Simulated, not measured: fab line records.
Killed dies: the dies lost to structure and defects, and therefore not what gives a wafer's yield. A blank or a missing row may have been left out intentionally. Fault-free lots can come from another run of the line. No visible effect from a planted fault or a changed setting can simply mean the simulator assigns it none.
A single fault, viewed from 2 desks | flow sky130 | only its own numbers are on each desk; what lay behind them is given at the end

DESK OF THE TOOL OWNER: implanter-01
SKY_LDD_N_IMPLANT_10, tool's own readings: per-lot mean of the sampled wafers with a number, covering each lot this tool ran. Any lot whose mean is over 4 standard deviations away from the usual mean is out of limits and marked OUT; that distance is given in the brackets.
Columns: A = rotationDeg at SKY_LDD_N_IMPLANT_10, usual 203.00 degrees
lot  | first seen here | A
L438 | day 18 20:31    | 202.99
L440 | day 19 07:13    | 202.98
L447 | day 21 16:39    | 203.00
L454 | day 24 15:37    | 275.65 (+99 or more) OUT
L456 | day 25 02:34    | 275.63 (+99 or more) OUT
This desk's finding: out of limits on L454, L456; first on L454, day 24 15:37 (rotationDeg at SKY_LDD_N_IMPLANT_10). L438, L440, L447 stayed within limits.

METROLOGY DESK
What the gauges read for every lot (on any tool): the sampled wafers with a number, averaged. Any lot whose mean is over 4 standard deviations away from the usual mean is out of limits and marked OUT; that distance is given in the brackets.
Columns: A = CONTACT_HDPCVD_THK at SKY_CONTACT_THK_MEAS_03, usual 564 nm
lot  | first seen here | A
L436 | day 30 16:48    | 559
L438 | day 31 11:43    | 562
L440 | day 31 20:12    | 562
L442 | day 32 16:00    | 569
L443 | day 32 22:29    | 563
L446 | day 33 17:20    | 558
L447 | day 33 22:35    | 563
L454 | day 36 14:25    | 573
L456 | day 36 21:41    | 563
L457 | day 37 03:07    | 562
L458 | day 37 10:17    | 560
L459 | day 37 18:01    | 570
This desk's verdict: no lot among the 12 shows anything out of limits.

ALL TOGETHER
On L454, L456, at day 24 15:37, an alarm was possible from the tool owner's desk.
Nothing out of limits was seen by the metrology desk.
The metrology desk has L454, L456 on record, within its limits.
On implanter-01, each named lot ran SKY_LDD_N_IMPLANT_10.

WHAT WAS PUT IN BY THE SIMULATOR
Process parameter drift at SKY_LDD_N_IMPLANT_10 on implanter-01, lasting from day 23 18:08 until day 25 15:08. Setting rotationDeg, moved by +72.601, from 203. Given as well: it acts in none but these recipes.
Struck lots among those shown: L454, L456.
How many hours passed from the start of the fault until each desk's first out-of-limits reading: the tool owner's desk, 21.
